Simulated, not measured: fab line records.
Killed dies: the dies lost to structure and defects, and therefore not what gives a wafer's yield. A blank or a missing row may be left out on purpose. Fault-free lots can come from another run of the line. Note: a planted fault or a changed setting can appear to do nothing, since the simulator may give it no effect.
Which tool was responsible?    flow gf180mcu    Sampling: 13 lots, 39 wafers, 3 of 602 route steps

## WHAT EACH GAUGE READ, for each wafer
GF_V5_BOW_MEAS_05.
lot   measured      on             V5_BOW (um)
L614  day 26 16:01  film-metro-03  144 130 127
L616  day 27 03:37  film-metro-04  134 112 124
L621  day 28 14:16  film-metro-01  129 135 134
L620  day 28 14:46  film-metro-04  124 123 114
L625  day 29 19:02  film-metro-01  133 122 138
L626  day 30 04:25  film-metro-04  139 135 140
L628  day 30 19:29  film-metro-04  131 134 140
L630  day 31 08:04  film-metro-01  120 129 125
L633  day 32 00:11  film-metro-04  136 132 134
L634  day 32 05:03  film-metro-04  138 144 136
L635  day 32 06:24  film-metro-03  142 127 133
L636  day 32 14:53  film-metro-01  124 135 136
L637  day 32 16:47  film-metro-01  134 135 129

GF_V5_CD_MEAS_14 targets a cd of 260 nm.
lot   measured      on         cd-nm (nm)
L614  day 27 11:43  cd-sem-01  260.3 260.8 259.3
L616  day 27 23:25  cd-sem-01  260.3 260.9 260.5
L621  day 29 09:54  cd-sem-01  258.0 258.2 258.8
L620  day 29 10:15  cd-sem-02  260.8 260.2 260.5
L625  day 30 13:43  cd-sem-01  260.7 260.2 260.0
L626  day 30 22:37  cd-sem-02  261.3 260.4 260.6
L628  day 31 12:25  cd-sem-01  259.1 259.1 258.1
L630  day 31 23:53  cd-sem-02  260.2 260.1 259.8
L633  day 32 17:01  cd-sem-01  261.2 261.7 260.8
L634  day 32 20:47  cd-sem-02  259.0 258.3 259.5
L635  day 32 23:04  cd-sem-02  259.5 260.9 260.4
L636  day 33 07:10  cd-sem-01  261.8 262.0 260.6
L637  day 33 09:22  cd-sem-02  260.4 260.9 259.7

## WHAT TOOL EACH LOT RAN ON (gives the tool, then ch and the chambers of the sampled wafers, and finally the start)
lot   GF_V4_ETCH_17
L614  rie-diel-02 ch 0,3, day 26 16:01 or earlier
L616  rie-diel-02 ch 0,1,2, day 27 03:37 or earlier
L621  rie-diel-03 ch 0,1,2, day 28 14:16 or earlier
L620  rie-diel-02 ch 2,3, day 28 14:46 or earlier
L625  rie-diel-04 ch 0,1,3, day 29 19:02 or earlier
L626  rie-diel-02 ch 0,1,3, day 30 04:25 or earlier
L628  rie-diel-03 ch 0,2,3, day 30 19:29 or earlier
L630  rie-diel-04 ch 0,2,3, day 31 08:04 or earlier
L633  rie-diel-02 ch 2,3, day 32 00:11 or earlier
L634  rie-diel-02 ch 0,2,3, day 32 05:03 or earlier
L635  rie-diel-02 ch 1,2,3, day 32 06:24 or earlier
L636  rie-diel-03 ch 1,2,3, day 32 14:53 or earlier
L637  rie-diel-04 ch 0,1,3, day 32 16:47 or earlier
- GF_V4_ETCH_17: etches SiO2 in C4F8/O2/Ar, stops on TiN, target depth 630 nm.

## WHAT THE TOOLS THEMSELVES READ (means of the sampled wafers that have a number; where no wafer has one, the mark that the record gives instead)
GF_V4_ETCH_17.
lot   tool         chamber-pressure-mTorr (mTorr)  oes-product-au (a.u.)
L614  rie-diel-02  40.03                           0.855
L616  rie-diel-02  40.00                           0.859
L621  rie-diel-03  40.03                           0.858
L620  rie-diel-02  40.01                           0.854
L625  rie-diel-04  40.01                           0.860
L626  rie-diel-02  40.02                           0.862
L628  rie-diel-03  39.95                           0.855
L630  rie-diel-04  40.01                           0.854
L633  rie-diel-02  39.98                           0.858
L634  rie-diel-02  39.99                           0.859
L635  rie-diel-02  40.04                           0.863
L636  rie-diel-03  40.02                           0.854
L637  rie-diel-04  40.02                           0.859

## THE ANSWER, worked out from the rows above alone
Rule: the lots themselves supply what counts as usual. Put in order of their means at a reading, lots are off if they are a third of the lots or fewer, leave a main group of 4 or more, and stand apart from it by a gap of 3 or more times the standard deviation of the main group's means; of several such gaps the widest counts. A main group is skipped when, at the precision printed for the reading in the tables above, its means are all equal. A lot without any number at a reading at which 4 lots or more have one is off too. All remaining lots with rows at the step are treated as sound. After the gauges, taken in route order, come the tools' own readings; for these a lot's mean is taken, as printed above. At the first step where some lot is off, the reading lying furthest off is the one used; lots without a number count as furthest.
Across all readings shown, no lot is off: no conclusion can be drawn from this.

## WHAT WAS PUT IN BY THE SIMULATOR
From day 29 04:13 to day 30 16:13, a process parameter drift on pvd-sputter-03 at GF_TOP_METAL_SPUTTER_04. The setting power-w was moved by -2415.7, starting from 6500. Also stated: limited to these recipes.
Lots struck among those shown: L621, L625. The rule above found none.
